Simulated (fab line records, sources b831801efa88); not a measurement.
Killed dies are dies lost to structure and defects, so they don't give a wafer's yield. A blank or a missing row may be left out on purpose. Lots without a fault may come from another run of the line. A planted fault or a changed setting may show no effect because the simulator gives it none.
A struck lot beside a sound one | flow sky130 | 15 steps out of a route of 708
Sound: wafers L205.3, L205.4, L205.6. Struck: wafers L211.3, L211.4, L211.6. The cause comes at the end.
At each step with rows: each side's tool, then ch and its chambers, then its first start. Under that, the readings that differ: sound wafers | struck wafers | difference of the means | sigmas: that difference in standard deviations of wafers without a fault.
alike: readings whose means differ by less than 2 such deviations, and words and numbers that are the same on both sides. not compared: withheld readings, readings that some wafer has no value for, bounds like >300 that may hide the same value, and numbers for which the record gives no deviation and whose values overlap.
The two part at a step that has a row with sigmas, a row that says differs or no value, or rows on one side only. Numbers that don't overlap but have no deviation are shown without sigmas and don't part them. A reading that every wafer of one side lacks parts them only if that side has two wafers or more.

first, 2 steps without rows for these wafers: SKY_LDD_HVN_PEB_05; SKY_LDD_HVN_DEVELOP_06 (develop time 60 s).
SKY_LDD_HVN_OVL_MEAS_07:
  sound on overlay-02, day 24 16:05; struck on overlay-02, day 26 10:45
  alike: LDD_HVN_OVL
then, 1 step without rows for these wafers: SKY_LDD_HVN_IMPLANT_08.
SKY_LDD_HVN_STRIP_09: strips in O2/N2.
  sound on plasma_asher-04 ch 0,1, day 24 16:18; struck on plasma_asher-03 ch 0,1, day 26 10:58
  alike: chamber_pressure_mTorr, drypump_motor_current_A, oes_product_au, strip_time_to_endpoint_s
  not compared: rf_hours_counter_h
SKY_LDD_HVN_TW_MEAS_10:
  sound on film_metro-04, day 24 16:23; struck on film_metro-02, day 26 11:02
  reading    | sound          | struck         | difference | sigmas
  LDD_HVN_TW | 1451 1459 1457 | 1418 1428 1424 | -32        | -2
then, 6 steps without rows for these wafers: SKY_LDD_HVP_DEHYDRATE_00 (time 60 s); SKY_LDD_HVP_HMDS_01 (prime time 60 s); SKY_LDD_HVP_COAT_02 (resist thk 300 nm); SKY_LDD_HVP_SOFTBAKE_03 (time 60 s); SKY_LDD_HVP_EXPOSE_04 (exposes mask HVPTM, target cd 700 nm); SKY_LDD_HVP_PEB_05.
SKY_LDD_HVP_DEVELOP_06: develop time 60 s.
  sound on litho_track-04 ch 0, day 25 23:23; struck on litho_track-01 ch 0, day 27 16:07
  reading              | sound             | struck            | difference | sigmas
  developer_temp_C (C) | 22.98 23.04 22.93 | 23.99 23.93 23.88 | +0.95      | +9
  alike: resist_line_temp_C
SKY_LDD_HVP_OVL_MEAS_07:
  sound on overlay-01, day 25 23:30; struck on overlay-01, day 27 16:13
  alike: LDD_HVP_OVL
-- the record jumps here: 22 days lie between the struck wafers' starts before and after (it left off in module LDD_HVP and takes up again in module PAD_OPEN, whose first step shown is number 708 of the route) --
SKY_PAD_OPEN_PROBE_99:
  sound on prober-02, day 48 17:59; struck on prober-02, day 49 20:07
  reading         | sound | struck | difference | sigmas
  killed_at_M4_up | 8 7 6 | 7 1 1  | -4         | -2
  alike: killed_at_M0_to_M3, killed_at_contacts, killed_at_front_end, killed_at_other, killed_dies, killed_open, killed_short

WHERE THEY PART
First at SKY_LDD_HVN_TW_MEAS_10; last, within this record, at SKY_PAD_OPEN_PROBE_99.

WHY: what the simulator had put in
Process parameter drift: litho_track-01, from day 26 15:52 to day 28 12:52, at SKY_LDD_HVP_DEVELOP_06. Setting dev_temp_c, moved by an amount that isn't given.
